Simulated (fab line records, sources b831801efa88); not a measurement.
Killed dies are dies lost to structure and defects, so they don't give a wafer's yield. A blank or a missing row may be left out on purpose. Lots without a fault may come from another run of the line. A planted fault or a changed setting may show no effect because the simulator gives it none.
fab line records | flow gf180mcu
record lots=5 wafers=15 last_day=33
route steps=602 shown CONTACT@309 M1@315 V1@335
lots that met no fault: from a run of the same line without faults
start_h: hours from the record's first day to the start of the lot's first wafer shown | wait_h: hours since the lot's step before | " the same as in the row above | L1.1+2: a row that stands for several wafers | - no value, or no start given | * or withheld: withheld | < > ~ a bound
route shown NAME@n: a module of which the file shows steps, and the number in the route of the first | usual: mean/standard deviation of fault-free wafers | same: alike in all rows | chamber/n: place in a boat | sites: the reading at each site | _std_site: their standard deviation | _edge_site: outer sites' mean less inner sites' | radius_mm: how far each site lies from the wafer's centre | mask NAME#n: copy n | behind: the tool/chamber that last shaped the wafer | hold: why the lot was held/for how many hours/how that ended | device: the transistor (n, p or np) that didn't switch | end of line: the same wafers' tests at the end of the route | a step without rows: its recipe alone | killed: dies lost to structure and defects at the first sort, not the wafer's yield | map: a wafer's dies, x killed, . not, _ none there
set.NAME: the setting as run; set.NAME@STEP: as run at that earlier step | model.NAME: the simulator's own value behind a step, which no gauge read
lots at some steps of the route; a table a step, a row a wafer
services: from which hour (start_h, from the record's first day; less than 0 if before it) a tool's chamber was out of use, for how many hours, and why
## steps
# step GF_CONTACT_SPUTTER_22
# recipe material=Ti target_thk_nm=15 chamber_pressure_pa=5 power_w=2500 substrate_temp_c=200 time_s=80.02
# usual cathode_dc_power_W=2500.0/0.46 throttle_valve_pct=29.6/0.98
# columns lot.wafer tool chamber start_h wait_h cathode_dc_power_W throttle_valve_pct
L077.1 pvd_sputter-03 - 389.16 0.0 2500.7 30.6
L077.2 " - " " 2500.4 30.2
L077.5 " - " " 2499.9 28.9
L078.1 pvd_sputter-01 - 393.29 0.0 2499.6 28.1
L078.4 " - " " 2500.3 28.2
L078.5 " - " " 2500.8 29.2
L080.4 pvd_sputter-02 - 417.82 0.0 2499.9 28.9
L080.5 " - " " 2500.2 28.3
L080.6 " - " " 2498.7 29.0
L081.2 pvd_sputter-03 - 427.78 0.0 2500.1 29.6
L081.4 " - " " 2499.8 31.0
L081.5 " - " " 2500.1 29.9
L090.2 pvd_sputter-01 - 511.87 0.0 2500.2 29.2
L090.4 " - " " 2500.1 28.1
L090.5 " - " " 2499.1 29.5
# step GF_CONTACT_SPUTTER_23
# recipe material=TiN target_thk_nm=10 chamber_pressure_pa=5 power_w=4000 time_s=40
# usual cathode_dc_power_W=4000.0/0.74 throttle_valve_pct=29.6/0.97
# columns lot.wafer tool chamber start_h wait_h cathode_dc_power_W throttle_valve_pct
L077.1 pvd_sputter-03 - 389.22 0.0 3999.0 30.6
L077.2 " - " " 3999.8 29.9
L077.5 " - " " 4000.4 29.0
L078.1 pvd_sputter-01 - 393.35 0.0 3999.6 28.0
L078.4 " - " " 3998.8 28.4
L078.5 " - " " 4000.0 29.2
L080.4 pvd_sputter-02 - 417.88 0.0 3999.8 29.1
L080.5 " - " " 4000.5 28.2
L080.6 " - " " 4001.1 29.2
L081.2 pvd_sputter-03 - 427.84 0.0 4001.0 29.5
L081.4 " - " " 3999.0 30.5
L081.5 " - " " 4000.3 29.7
L090.2 pvd_sputter-01 - 511.94 0.0 4000.9 29.3
L090.4 " - " " 3999.4 28.1
L090.5 " - " " 4000.0 29.7
# step GF_CONTACT_CVD_24
# recipe material=W target_thk_nm=300 time_s=90.339 temp_c=400 pressure_torr=40
# usual heater_power_w=790/93
# columns lot.wafer tool chamber start_h wait_h heater_power_w
L077.1 cvd_w-02 1 389.26 0.0 772
L077.2 " 0 " " 727
L077.5 " 1 " " 779
L078.1 cvd_w-01 1 393.39 0.0 755
L078.4 " 1 " " 763
L078.5 " 1 " " 736
L080.4 cvd_w-01 1 417.95 0.1 759
L080.5 " 1 " " 744
L080.6 " 0 " " 923
L081.2 cvd_w-02 1 427.88 0.0 798
L081.4 " 1 " " 785
L081.5 " 0 " " 652
L090.2 cvd_w-01 0 511.97 0.0 908
L090.4 " 1 " " 750
L090.5 " 0 " " 940
# step GF_CONTACT_RS_MEAS_25
# recipe thk_meas_gauge=four-point-probe reads=W_of_CONTACT_CVD_24+TiN_of_CONTACT_SPUTTER_23+Ti_of_CONTACT_SPUTTER_22
# usual CONTACT_W_RS=0.384/0.0049
# columns lot.wafer tool chamber start_h wait_h CONTACT_W_RS[ohm/sq]
L077.1 film_metro-01 - 389.36 0.1 0.381
L077.2 " - " " 0.375
L077.5 " - " " 0.374
L078.1 film_metro-01 - 393.49 0.1 0.385
L078.4 " - " " 0.386
L078.5 " - " " 0.385
L080.4 film_metro-03 - 418.08 0.1 0.386
L080.5 " - " " 0.382
L080.6 " - " " 0.386
L081.2 film_metro-03 - 428.00 0.1 0.386
L081.4 " - " " 0.386
L081.5 " - " " 0.379
L090.2 film_metro-03 - 512.10 0.1 0.381
L090.4 " - " " 0.384
L090.5 " - " " 0.382
# step GF_CONTACT_THK_MEAS_26
# recipe thk_meas_gauge=xrf reads=W_of_CONTACT_CVD_24
# usual CONTACT_W_THK=302/4.3
# columns lot.wafer tool chamber start_h wait_h CONTACT_W_THK[nm]
L077.1 film_metro-01 - 389.48 0.1 304
L077.2 " - " " 311
L077.5 " - " " 309
L078.1 film_metro-01 - 393.61 0.1 300
L078.4 " - " " 299
L078.5 " - " " 298
L080.4 film_metro-03 - 418.17 0.1 300
L080.5 " - " " 302
L080.6 " - " " 299
L081.2 film_metro-03 - 428.11 0.1 299
L081.4 " - " " 301
L081.5 " - " " 305
L090.2 film_metro-03 - 512.21 0.1 302
L090.4 " - " " 299
L090.5 " - " " 301
# step GF_CONTACT_CMP_27
# recipe stop_on=SiO2 down_force_psi=3.5 platen_rpm=60 t_overpolish_s=15 target_thk_nm=0 pad_velocity_m_s=0.94248
# usual motor_current_A=10.9/0.92 overpolish_run_s=15.001/0.0095 platen_rpm=60.00/0.037 time_to_endpoint_s=71/3.1
# columns lot.wafer tool chamber start_h wait_h motor_current_A overpolish_run_s platen_rpm time_to_endpoint_s
L077.1 cmp-02 1 389.54 0.1 11.1 14.984 60.02 73
L077.2 " 0 " " 10.2 15.001 60.04 74
L077.5 " 2 " " 12.5 14.992 59.97 77
L078.1 cmp-01 3 393.67 0.1 10.1 14.984 60.04 76
L078.4 " 0 " " 10.0 14.996 60.00 71
L078.5 " 0 " " 10.2 15.006 59.98 70
L080.4 cmp-01 2 418.30 0.1 11.1 14.997 60.02 69
L080.5 " 0 " " 10.0 14.995 60.05 70
L080.6 " 1 " " 11.2 15.001 60.06 72
L081.2 cmp-01 3 428.23 0.1 10.1 14.991 60.08 71
L081.4 " 1 " " 11.1 15.006 59.96 72
L081.5 " 2 " " 11.3 15.008 60.01 68
L090.2 cmp-02 2 512.26 0.0 13.1 14.997 60.02 73
L090.4 " 3 " " 9.9 15.005 60.00 73
L090.5 " 2 " " 13.0 15.015 59.96 71
# step GF_M1_SPUTTER_00
# recipe material=Ti target_thk_nm=37.5 arriving_ion_energy_ev=80 substrate_temp_c=200 chamber_pressure_pa=2 power_w=4000 time_s=150
# usual cathode_dc_power_W=4000.0/0.69 throttle_valve_pct=29.5/0.99
# columns lot.wafer tool chamber start_h wait_h cathode_dc_power_W throttle_valve_pct
L077.1 pvd_sputter-01 - 389.84 0.2 4000.5 28.4
L077.2 " - " " 3999.3 28.3
L077.5 " - " " 4000.8 29.4
L078.1 pvd_sputter-04 - 393.97 0.2 3998.4 29.1
L078.4 " - " " 3999.9 31.3
L078.5 " - " " 3998.7 28.9
L080.4 pvd_sputter-01 - 418.50 0.1 3999.2 31.3
L080.5 " - " " 4000.2 29.5
L080.6 " - " " 3999.8 31.2
L081.2 pvd_sputter-01 - 428.48 0.2 4000.5 28.3
L081.4 " - " " 3999.8 29.5
L081.5 " - " " 3998.9 28.3
L090.2 pvd_sputter-03 - 512.56 0.2 4001.0 30.5
L090.4 " - " " 3999.4 30.0
L090.5 " - " " 4000.5 29.8
# step GF_M1_SPUTTER_01
# recipe material=TiN target_thk_nm=30 power_w=6500 time_s=25 chamber_pressure_pa=0.4
# usual cathode_dc_power_W=6500.1/1.1 throttle_valve_pct=29.5/0.98
# columns lot.wafer tool chamber start_h wait_h cathode_dc_power_W throttle_valve_pct
L077.1 pvd_sputter-01 - 389.94 0.1 6500.8 28.3
L077.2 " - " " 6501.4 28.3
L077.5 " - " " 6499.4 29.5
L078.1 pvd_sputter-04 - 394.07 0.1 6501.7 29.3
L078.4 " - " " 6500.3 31.1
L078.5 " - " " 6501.7 29.0
L080.4 pvd_sputter-01 - 418.60 0.1 6497.6 31.2
L080.5 " - " " 6501.4 29.3
L080.6 " - " " 6499.8 31.4
L081.2 pvd_sputter-01 - 428.58 0.1 6498.6 28.3
L081.4 " - " " 6500.1 29.5
L081.5 " - " " 6500.4 28.0
L090.2 pvd_sputter-03 - 512.66 0.1 6499.4 30.7
L090.4 " - " " 6500.6 29.8
L090.5 " - " " 6500.8 30.1
# step GF_M1_SPUTTER_02
# recipe material=AlCu target_thk_nm=450 power_w=10600 time_s=23.9 chamber_pressure_pa=0.4
# usual cathode_dc_power_W=10600/1.9 throttle_valve_pct=29.5/0.99
# columns lot.wafer tool chamber start_h wait_h cathode_dc_power_W throttle_valve_pct
L077.1 pvd_sputter-01 - 389.97 0.0 10602 28.1
L077.2 " - " " 10600 28.3
L077.5 " - " " 10600 29.3
L078.1 pvd_sputter-04 - 394.10 0.0 10597 29.1
L078.4 " - " " 10598 31.2
L078.5 " - " " 10602 29.0
L080.4 pvd_sputter-01 - 418.63 0.0 10601 31.2
L080.5 " - " " 10603 29.6
L080.6 " - " " 10602 31.0
L081.2 pvd_sputter-01 - 428.61 0.0 10600 28.4
L081.4 " - " " 10600 29.3
L081.5 " - " " 10600 27.9
L090.2 pvd_sputter-03 - 512.69 0.0 10600 30.7
L090.4 " - " " 10599 30.0
L090.5 " - " " 10596 30.2
# step GF_M1_SPUTTER_03
# recipe material=Ti target_thk_nm=10 substrate_temp_c=300 chamber_pressure_pa=0.3 power_w=3000 time_s=6.7
# usual cathode_dc_power_W=3000.0/0.52 throttle_valve_pct=29.5/0.97
# columns lot.wafer tool chamber start_h wait_h cathode_dc_power_W throttle_valve_pct
L077.1 pvd_sputter-01 - 390.00 0.0 2999.9 28.4
L077.2 " - " " 3000.9 28.5
L077.5 " - " " 3000.0 29.5
L078.1 pvd_sputter-04 - 394.13 0.0 3000.4 29.1
L078.4 " - " " 3000.1 31.0
L078.5 " - " " 2999.7 28.9
L080.4 pvd_sputter-01 - 418.66 0.0 3000.3 31.0
L080.5 " - " " 2999.8 29.4
L080.6 " - " " 3000.0 31.2
L081.2 pvd_sputter-01 - 428.64 0.0 2999.3 28.1
L081.4 " - " " 2999.6 29.6
L081.5 " - " " 3000.5 27.8
L090.2 pvd_sputter-03 - 512.72 0.0 2999.7 30.3
L090.4 " - " " 3000.3 30.2
L090.5 " - " " 3000.5 29.8
# step GF_M1_SPUTTER_04
# recipe material=TiN target_thk_nm=50 power_w=6500 time_s=41.7 chamber_pressure_pa=0.4
# usual cathode_dc_power_W=6499.9/1.2 throttle_valve_pct=29.5/0.98
# columns lot.wafer tool chamber start_h wait_h cathode_dc_power_W throttle_valve_pct
L077.1 pvd_sputter-01 - 390.02 0.0 6498.9 28.1
L077.2 " - " " 6500.2 28.0
L077.5 " - " " 6499.3 29.3
L078.1 pvd_sputter-04 - 394.15 0.0 6501.4 29.1
L078.4 " - " " 6500.1 31.0
L078.5 " - " " 6499.0 29.1
L080.4 pvd_sputter-01 - 418.68 0.0 6500.4 31.1
L080.5 " - " " 6500.1 29.1
L080.6 " - " " 6500.3 30.7
L081.2 pvd_sputter-01 - 428.67 0.0 6500.8 28.1
L081.4 " - " " 6500.9 29.4
L081.5 " - " " 6499.2 28.2
L090.2 pvd_sputter-03 - 512.74 0.0 6500.2 30.6
L090.4 " - " " 6500.5 30.1
L090.5 " - " " 6498.8 30.0
# step GF_M1_RS_MEAS_05
# recipe thk_meas_gauge=four-point-probe reads=TiN_of_M1_SPUTTER_04+Ti_of_M1_SPUTTER_03+AlCu_of_M1_SPUTTER_02+TiN_of_M1_SPUTTER_01+Ti_of_M1_SPUTTER_00
# usual M1_ALCU_RS=0.0695/0.00082
# columns lot.wafer tool chamber start_h wait_h M1_ALCU_RS[ohm/sq]
L077.1 film_metro-02 - 390.06 0.0 0.0697
L077.2 " - " " 0.0684
L077.5 " - " " 0.0693
L078.1 film_metro-01 - 394.19 0.0 0.0694
L078.4 " - " " 0.0687
L078.5 " - " " 0.0695
L080.4 film_metro-01 - 418.78 0.1 0.0689
L080.5 " - " " 0.0690
L080.6 " - " " 0.0684
L081.2 film_metro-01 - 428.72 0.0 0.0689
L081.4 " - " " 0.0684
L081.5 " - " " 0.0687
L090.2 film_metro-04 - 512.80 0.0 0.0687
L090.4 " - " " 0.0696
L090.5 " - " " 0.0687
# step GF_M1_THK_MEAS_06
# recipe thk_meas_gauge=xrf reads=AlCu_of_M1_SPUTTER_02
# usual M1_ALCU_THK=455/5.3
# columns lot.wafer tool chamber start_h wait_h M1_ALCU_THK[nm]
L077.1 film_metro-02 - 390.18 0.1 455
L077.2 " - " " 460
L077.5 " - " " 460
L078.1 film_metro-01 - 394.31 0.1 453
L078.4 " - " " 458
L078.5 " - " " 452
L080.4 film_metro-01 - 418.87 0.1 458
L080.5 " - " " 460
L080.6 " - " " 463
L081.2 film_metro-01 - 428.83 0.1 464
L081.4 " - " " 463
L081.5 " - " " 462
L090.2 film_metro-04 - 512.91 0.1 466
L090.4 " - " " 457
L090.5 " - " " 461
# step GF_M1_DEHYDRATE_07
# recipe temp_c=200 time_s=60
# usual heater_power_total_W=160.38/0.13
# columns lot.wafer tool chamber start_h wait_h heater_power_total_W
L077.1 litho_track-03 0 401.07 10.9 160.39
L077.2 " 0 " " 160.54
L077.5 " 0 " " 160.09
L078.1 litho_track-01 0 405.15 10.8 160.20
L078.4 " 0 " " 160.54
L078.5 " 0 " " 160.39
L080.4 litho_track-03 0 429.50 10.6 160.32
L080.5 " 0 " " 160.64
L080.6 " 0 " " 160.19
L081.2 litho_track-02 0 439.49 10.6 160.23
L081.4 " 0 " " 160.26
L081.5 " 0 " " 160.48
L090.2 litho_track-02 0 524.59 11.7 160.41
L090.4 " 0 " " 160.52
L090.5 " 0 " " 160.28
# step GF_M1_HMDS_08
# recipe prime_time_s=60 prime_temp_c=120
# columns lot.wafer tool chamber start_h wait_h
L077.1+2+5 litho_track-03 0 401.22 0.1
L078.1+4+5 litho_track-01 0 405.30 0.1
L080.4+5+6 litho_track-03 0 429.65 0.1
L081.2+4+5 litho_track-02 0 439.64 0.1
L090.2+4+5 litho_track-02 0 524.74 0.1
# step GF_M1_COAT_09
# recipe resist=KrF spin_rpm=withheld resist_thk_nm=1000
# columns lot.wafer tool chamber start_h wait_h
L077.1+2+5 litho_track-03 0 401.37 0.1
L078.1+4+5 litho_track-01 0 405.45 0.1
L080.4+5+6 litho_track-03 0 429.80 0.1
L081.2+4+5 litho_track-02 0 439.79 0.1
L090.2+4+5 litho_track-02 0 524.89 0.1
# step GF_M1_SOFTBAKE_10
# recipe temp_c=130 time_s=60 resist=KrF
# usual heater_power_total_W=93.06/0.064
# columns lot.wafer tool chamber start_h wait_h heater_power_total_W
L077.1 litho_track-03 0 401.52 0.1 93.08
L077.2 " 0 " " 93.04
L077.5 " 0 " " 93.09
L078.1 litho_track-01 0 405.60 0.1 93.14
L078.4 " 0 " " 92.99
L078.5 " 0 " " 92.94
L080.4 litho_track-03 0 429.95 0.1 93.14
L080.5 " 0 " " 92.90
L080.6 " 0 " " 93.06
L081.2 litho_track-02 0 439.94 0.1 93.00
L081.4 " 0 " " 93.10
L081.5 " 0 " " 93.11
L090.2 litho_track-02 0 525.04 0.1 93.04
L090.4 " 0 " " 93.01
L090.5 " 0 " " 92.90
# step GF_M1_EXPOSE_11
# recipe mask_id=Metal1 target_cd_nm=230 na=0.68 source_shape=conventional sigma_outer=0.6 dose_mj=28
# columns lot.wafer tool chamber start_h wait_h mask
L077.1+2+5 krf_scanner-02 0 - - Metal1#0
L078.1+4+5 krf_scanner-01 0 - - Metal1#0
L080.4+5+6 krf_scanner-01 0 - - Metal1#0
L081.2+4+5 krf_scanner-02 0 - - Metal1#0
L090.2+4+5 krf_scanner-02 0 - - Metal1#0
# step GF_M1_PEB_12
# recipe peb_temp_c=135 peb_time_s=90 resist=KrF
# usual heater_power_total_W=85.70/0.085
# columns lot.wafer tool chamber start_h wait_h heater_power_total_W
L077.1 litho_track-03 0 - - 85.82
L077.2 " 0 " " 85.71
L077.5 " 0 " " 85.68
L078.1 litho_track-01 0 - - 85.60
L078.4 " 0 " " 85.68
L078.5 " 0 " " 85.79
L080.4 litho_track-03 0 - - 85.77
L080.5 " 0 " " 85.82
L080.6 " 0 " " 85.73
L081.2 litho_track-02 0 - - 85.66
L081.4 " 0 " " 85.75
L081.5 " 0 " " 85.66
L090.2 litho_track-02 0 - - 85.87
L090.4 " 0 " " 85.65
L090.5 " 0 " " 85.72
# step GF_M1_DEVELOP_13
# recipe develop_time_s=60 dev_temp_c=21
# columns lot.wafer tool chamber start_h wait_h
L077.1+2+5 litho_track-03 0 413.17 0.2
L078.1+4+5 litho_track-01 0 417.40 0.2
L080.4+5+6 litho_track-03 0 442.10 0.1
L081.2+4+5 litho_track-02 0 452.29 0.2
L090.2+4+5 litho_track-02 0 536.44 0.2
# step GF_M1_CD_MEAS_14
# recipe target_cd_nm=230
# usual cd_nm=229.9/1.3
# columns lot.wafer tool chamber start_h wait_h cd_nm
L077.1 cd_sem-02 - 413.32 0.1 229.2
L077.2 " - " " 228.6
L077.5 " - " " 229.0
L078.1 cd_sem-02 - 417.55 0.1 231.6
L078.4 " - " " 231.5
L078.5 " - " " 231.7
L080.4 cd_sem-02 - 442.23 0.1 228.7
L080.5 " - " " 230.6
L080.6 " - " " 229.5
L081.2 cd_sem-01 - 452.43 0.1 231.0
L081.4 " - " " 230.7
L081.5 " - " " 230.9
L090.2 cd_sem-01 - 536.58 0.1 232.0
L090.4 " - " " 230.8
L090.5 " - " " 231.2
# step GF_M1_OVL_MEAS_15
# usual M1_OVL=2/4.7
# columns lot.wafer tool chamber start_h wait_h M1_OVL[nm]
L077.1 overlay-01 - 413.44 0.1 7
L077.2 " - " " 2
L077.5 " - " " 6
L078.1 overlay-01 - 417.67 0.1 11
L078.4 " - " " 9
L078.5 " - " " 2
L080.4 overlay-01 - 442.31 0.1 -5
L080.5 " - " " 4
L080.6 " - " " 5
L081.2 overlay-02 - 452.54 0.1 4
L081.4 " - " " 8
L081.5 " - " " -1
L090.2 overlay-02 - 536.69 0.1 -14
L090.4 " - " " -5
L090.5 " - " " 3
# step GF_M1_METAL_ETCH_16
# recipe chemistry=Cl2/BCl3 mask_material=KrF target_depth_nm=750.8 stop_on=SiO2 pressure_mtorr=8 icp_w=800 bias_w=140 Cl2_flow_sccm=80 bcl3_flow_sccm=40 time_s=125.1
# usual drypump_motor_current_A=5.4/0.51 oes_product_au=0.990/0.0055 throttle_valve_pct=28.229/0.0094
# columns lot.wafer tool chamber start_h wait_h drypump_motor_current_A oes_product_au rf_hours_counter_h throttle_valve_pct
L077.1 rie_metal-04 0 413.48 0.0 5.4 1.000 3 28.211
L077.2 " 1 " " 6.6 0.992 11 28.227
L077.5 " 0 " " 5.4 0.993 - 28.211
L078.1 rie_metal-03 0 417.71 0.0 5.6 0.992 11 28.231
L078.4 " 0 " " 5.7 0.996 - 28.229
L078.5 " 1 " " 5.2 0.991 - 28.232
L080.4 rie_metal-03 1 442.37 0.1 5.2 0.991 - 28.239
L080.5 " 0 " " 5.6 0.986 - 28.228
L080.6 " 1 " " 5.2 0.981 - 28.226
L081.2 rie_metal-03 0 452.57 0.0 5.7 0.982 12 28.231
L081.4 " 1 " " 5.2 0.996 - 28.237
L081.5 " 0 " " 5.7 0.996 - 28.250
L090.2 rie_metal-04 0 536.72 0.0 5.4 0.987 6 28.211
L090.4 " 1 " " 6.6 0.987 - 28.233
L090.5 " 1 " " 6.6 1.003 - 28.223
# step GF_M1_STRIP_17
# recipe chemistry=O2/N2 power_w=1400 pressure_mtorr=1500 platen_temp_c=250 o2_flow_sccm=3000 n2_flow_sccm=300 overash_fraction=0.5
# usual drypump_motor_current_A=5.8/0.37 heater_power_w=325/32 oes_product_au=0.538/0.0056 strip_time_to_endpoint_s=7.39/0.047
# columns lot.wafer tool chamber start_h wait_h drypump_motor_current_A heater_power_w oes_product_au rf_hours_counter_h strip_time_to_endpoint_s
L077.1 plasma_asher-03 1 413.61 0.1 5.4 361 0.534 66 7.39
L077.2 " 0 " " 5.3 320 0.537 66 7.34
L077.5 " 0 " " 5.4 317 0.539 - 7.33
L078.1 plasma_asher-02 1 417.84 0.1 5.5 289 0.537 74 7.35
L078.4 " 1 " " 5.5 289 0.544 - 7.37
L078.5 " 1 " " 5.5 291 0.544 - 7.39
L080.4 plasma_asher-02 0 442.49 0.1 6.2 343 0.549 - 7.38
L080.5 " 0 " " 6.2 337 0.522 - 7.33
L080.6 " 1 " " 5.5 293 0.541 - 7.41
L081.2 plasma_asher-02 0 452.70 0.1 6.2 338 0.539 77 7.40
L081.4 " 0 " " 6.2 339 0.534 - 7.41
L081.5 " 1 " " 5.5 299 0.539 - 7.39
L090.2 plasma_asher-02 0 536.85 0.1 6.2 345 0.535 86 7.39
L090.4 " 1 " " 5.5 282 0.532 - 7.37
L090.5 " 1 " " 5.5 293 0.542 - 7.35
# step GF_M1_STRIP_18
# recipe chemistry=post_etch_residue_remover time_s=1200 temp_c=72.5
# columns lot.wafer tool chamber start_h wait_h
L077.1+2+5 wet_bench-04 1 413.71 0.1
L078.1+4+5 wet_bench-01 2 417.94 0.1
L080.4+5+6 wet_bench-04 3 442.56 0.0
L081.2+4+5 wet_bench-04 2 452.80 0.1
L090.2+4+5 wet_bench-01 2 536.95 0.1
# step GF_M1_CLEAN_19
# recipe chemistry=DIW dry=n2_spin
# columns lot.wafer tool chamber start_h wait_h
L077.1+2+5 wet_bench-02 0 414.05 0.0
L078.1+4+5 wet_bench-02 0 418.28 0.0
L080.4+5+6 wet_bench-02 0 442.90 0.0
L081.2+4+5 wet_bench-02 2 453.14 0.0
L090.2+4+5 wet_bench-04 1 537.32 0.0
# step GF_V1_CVD_00
# recipe material=SiO2 target_thk_nm=600 sigma_open_frac=0.3 temp_c=400 time_s=100 sih4_flow_sccm=60 pressure_mtorr=6
# columns lot.wafer tool chamber start_h wait_h
L077.1+2+5 hdpcvd-02 1,2,1 414.15 0.0
L078.1+4+5 hdpcvd-01 1,2,1 418.38 0.0
L080.4+5+6 hdpcvd-01 1,0,2 443.03 0.0
L081.2+4+5 hdpcvd-01 2,1,0 453.24 0.0
L090.2+4+5 hdpcvd-01 2,1,2 537.41 0.0
# step GF_V1_THK_MEAS_01
# recipe reads=SiO2_of_V1_CVD_00
# usual V1_CVD_00_THK=599/6
# columns lot.wafer tool chamber start_h wait_h V1_CVD_00_THK[nm]
L077.1 film_metro-03 - 414.22 0.0 588
L077.2 " - " " 586
L077.5 " - " " 583
L078.1 film_metro-04 - 418.45 0.0 596
L078.4 " - " " 597
L078.5 " - " " 593
L080.4 film_metro-03 - 443.09 0.0 591
L080.5 " - " " 587
L080.6 " - " " 594
L081.2 film_metro-03 - 453.32 0.0 593
L081.4 " - " " 598
L081.5 " - " " 597
L090.2 film_metro-02 - 537.49 0.0 595
L090.4 " - " " 594
L090.5 " - " " 590
# step GF_V1_CVD_02
# recipe material=SiO2 target_thk_nm=850 precursor=TEOS temp_c=400 time_s=94.851 rf_w=600
# usual heater_power_w=675/94
# columns lot.wafer tool chamber start_h wait_h heater_power_w
L077.1 pecvd-04 1 414.28 0.1 692
L077.2 " 2 " " 745
L077.5 " 0 " " 678
L078.1 pecvd-03 2 418.51 0.1 486
L078.4 " 2 " " 546
L078.5 " 0 " " 703
L080.4 pecvd-03 2 443.16 0.1 463
L080.5 " 0 " " 747
L080.6 " 2 " " 531
L081.2 pecvd-03 0 453.37 0.0 749
L081.4 " 2 " " 586
L081.5 " 1 " " 715
L090.2 pecvd-04 0 537.54 0.0 605
L090.4 " 1 " " 638
L090.5 " 0 " " 648
# step GF_V1_THK_MEAS_03
# recipe reads=SiO2_of_V1_CVD_02
# usual V1_CVD_02_THK=849/13
# columns lot.wafer tool chamber start_h wait_h V1_CVD_02_THK[nm]
L077.1 film_metro-02 - 414.35 0.0 839
L077.2 " - " " 828
L077.5 " - " " 846
L078.1 film_metro-02 - 418.58 0.0 846
L078.4 " - " " 856
L078.5 " - " " 840
L080.4 film_metro-02 - 443.26 0.1 859
L080.5 " - " " 841
L080.6 " - " " 860
L081.2 film_metro-03 - 453.45 0.0 840
L081.4 " - " " 850
L081.5 " - " " 861
L090.2 film_metro-03 - 537.62 0.0 830
L090.4 " - " " 854
L090.5 " - " " 849
# step GF_V1_CMP_04
# recipe material=SiO2 down_force_psi=4 platen_rpm=60 pad_velocity_m_s=0.94248
# usual motor_current_A=12.0/1 platen_rpm=60.00/0.041 time_to_endpoint_s=77/5.2
# columns lot.wafer tool chamber start_h wait_h motor_current_A platen_rpm time_to_endpoint_s
L077.2 cmp-01 2 414.51 0.1 13.0 59.94 66
L077.1 " 3 " " 11.6 59.97 74
L077.5 " 0 " " 11.1 59.94 70
L078.1 cmp-02 2 418.64 0.1 13.7 59.97 79
L078.4 " 3 " " 11.0 60.01 81
L078.5 " 3 " " 11.5 60.03 77
L080.4 cmp-01 2 443.34 0.1 12.5 59.96 79
L080.5 " 1 " " 11.9 60.03 78
L080.6 " 2 " " 12.4 59.98 78
L081.4 cmp-01 3 453.55 0.1 10.8 60.04 78
L081.2 " 0 " " 11.1 60.01 72
L081.5 " 3 " " 11.3 60.00 82
L090.2 cmp-02 0 537.67 0.0 12.1 59.96 73
L090.4 " 1 " " 12.4 60.00 77
L090.5 " 1 " " 12.6 60.04 76
# step GF_V1_BOW_MEAS_05
# recipe mode=bow
# usual V1_BOW=80/6.6
# columns lot.wafer tool chamber start_h wait_h V1_BOW[um]
L077.1 film_metro-04 - 414.71 0.1 87
L077.2 " - " " 75
L077.5 " - " " 79
L078.1 film_metro-02 - 418.94 0.2 90
L078.4 " - " " 69
L078.5 " - " " 85
L080.4 film_metro-04 - 443.65 0.3 74
L080.5 " - " " 74
L080.6 " - " " 76
L081.2 film_metro-03 - 453.82 0.2 76
L081.4 " - " " 82
L081.5 " - " " 93
L090.2 film_metro-03 - 537.99 0.3 83
L090.4 " - " " 83
L090.5 " - " " 82
# step GF_V1_DEHYDRATE_06
# recipe temp_c=200 time_s=60
# usual heater_power_total_W=160.37/0.12
# columns lot.wafer tool chamber start_h wait_h heater_power_total_W
L077.1 litho_track-03 0 426.17 11.4 160.37
L077.2 " 0 " " 160.16
L077.5 " 0 " " 160.24
L078.1 litho_track-04 0 429.44 10.5 160.51
L078.4 " 0 " " 160.33
L078.5 " 0 " " 160.42
L080.4 litho_track-02 0 455.29 11.6 160.48
L080.5 " 0 " " 160.38
L080.6 " 0 " " 160.40
L081.2 litho_track-04 0 464.81 11.0 160.41
L081.4 " 0 " " 160.30
L081.5 " 0 " " 160.42
L090.2 litho_track-02 0 548.99 11.0 160.40
L090.4 " 0 " " 160.28
L090.5 " 0 " " 160.18
# step GF_V1_HMDS_07
# recipe prime_time_s=60 prime_temp_c=120
# columns lot.wafer tool chamber start_h wait_h
L077.1+2+5 litho_track-03 0 426.32 0.1
L078.1+4+5 litho_track-04 0 429.59 0.1
L080.4+5+6 litho_track-02 0 455.44 0.1
L081.2+4+5 litho_track-04 0 464.96 0.1
L090.2+4+5 litho_track-02 0 549.14 0.1
# step GF_V1_COAT_08
# recipe resist=BARC temp_c=withheld time_s=withheld spin_rpm=withheld resist_thk_nm=withheld
# columns lot.wafer tool chamber start_h wait_h
L077.1+2+5 litho_track-03 0 426.47 0.1
L078.1+4+5 litho_track-04 0 429.74 0.1
L080.4+5+6 litho_track-02 0 455.59 0.1
L081.2+4+5 litho_track-04 0 465.11 0.1
L090.2+4+5 litho_track-02 0 549.29 0.1
# step GF_V1_COAT_09
# recipe resist=KrF spin_rpm=withheld resist_thk_nm=1000
# columns lot.wafer tool chamber start_h wait_h
L077.1+2+5 litho_track-03 0 - -
L078.1+4+5 litho_track-04 0 - -
L080.4+5+6 litho_track-02 0 - -
L081.2+4+5 litho_track-04 0 - -
L090.2+4+5 litho_track-02 0 - -
# step GF_V1_SOFTBAKE_10
# recipe temp_c=130 time_s=60 resist=KrF
# usual heater_power_total_W=93.06/0.058
# columns lot.wafer tool chamber start_h wait_h heater_power_total_W
L077.1 litho_track-03 0 - - 93.08
L077.2 " 0 " " 93.07
L077.5 " 0 " " 93.00
L078.1 litho_track-04 0 - - 93.10
L078.4 " 0 " " 92.97
L078.5 " 0 " " 93.05
L080.4 litho_track-02 0 - - 93.11
L080.5 " 0 " " 92.98
L080.6 " 0 " " 93.05
L081.2 litho_track-04 0 - - 93.06
L081.4 " 0 " " 93.04
L081.5 " 0 " " 93.06
L090.2 litho_track-02 0 - - 93.09
L090.4 " 0 " " 93.05
L090.5 " 0 " " 93.09
## services
# columns tool chamber start_h hours kind
pvd_sputter-01 - 370.15 1.7 repair
hdpcvd-01 - 382.57 0.5 repair
wet_bench-04 - 389.49 18.7 repair
krf_scanner-02 - 402.42 4.0 pm
cmp-01 - 404.27 4.0 pm
cmp-01 - 415.89 0.4 repair
krf_scanner-02 - 417.69 1.0 pm
rie_metal-03 - 422.29 2.8 pm
cmp-01 - 422.46 5.7 repair
pecvd-03 0 422.61 5.5 repair
plasma_asher-02 - 424.56 1.4 repair
cmp-01 - 437.57 3.2 repair
krf_scanner-02 - 441.08 0.8 pm
pecvd-03 1 442.61 5.9 repair
cmp-02 - 445.51 0.3 repair
cmp-02 - 460.01 1.3 repair
krf_scanner-02 - 481.46 1.3 pm
krf_scanner-02 - 490.76 14.4 repair
wet_bench-04 - 501.81 2.1 repair
pvd_sputter-04 - 518.18 3.9 repair
pvd_sputter-03 - 518.79 9.6 repair
pvd_sputter-04 - 527.09 1.4 repair
pvd_sputter-01 - 538.07 8.1 repair
cmp-01 - 546.27 0.3 repair
## key
fault none
